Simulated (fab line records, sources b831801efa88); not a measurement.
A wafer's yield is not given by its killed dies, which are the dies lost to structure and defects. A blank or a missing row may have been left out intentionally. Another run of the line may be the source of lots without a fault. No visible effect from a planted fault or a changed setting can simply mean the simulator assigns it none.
Which tool was responsible? | flow sfq-line | 7 lots (21 wafers sampled), 1 step of a 325-step route

WHAT EACH GAUGE READ, for each wafer
SFQ_I1_BOW_MEAS_912.
lot  | measured     | on            | I1_BOW (um)
L772 | day 13 20:50 | film-metro-04 | -5 -3 -13
L774 | day 14 07:49 | film-metro-04 | 2 -6 -3
L776 | day 14 21:56 | film-metro-03 | 12 6 0
L784 | day 18 11:21 | film-metro-01 | 3 9 18
L786 | day 18 20:20 | film-metro-04 | 5 -3 -8
L791 | day 20 09:41 | film-metro-01 | 8 0 -4
L793 | day 21 08:30 | film-metro-03 | -1 -15 -3

TOOL THAT RAN EACH LOT (tool first, then ch and the chambers of the sampled wafers, then the start)
There is no process step in the record ahead of these readings.

THE ANSWER, worked out from the rows above alone
Rule: the usual values come from the lots themselves. The widest of any qualifying gaps counts: lots, ordered by their means at a reading, are off when they make up no more than a third of the lots, leave a main group of 4 or more, and stand apart from it by 3 or more times the standard deviation of that group's means. The tables above print the reading to a certain number of digits; a main group whose means all agree to those digits is not used. A lot without any number at a reading at which 4 lots or more have one is off too. The other lots that the step has rows for count as sound.
Nothing can be told from this: no lot is off at any reading shown.

WHAT HAD BEEN PUT IN BY THE SIMULATOR
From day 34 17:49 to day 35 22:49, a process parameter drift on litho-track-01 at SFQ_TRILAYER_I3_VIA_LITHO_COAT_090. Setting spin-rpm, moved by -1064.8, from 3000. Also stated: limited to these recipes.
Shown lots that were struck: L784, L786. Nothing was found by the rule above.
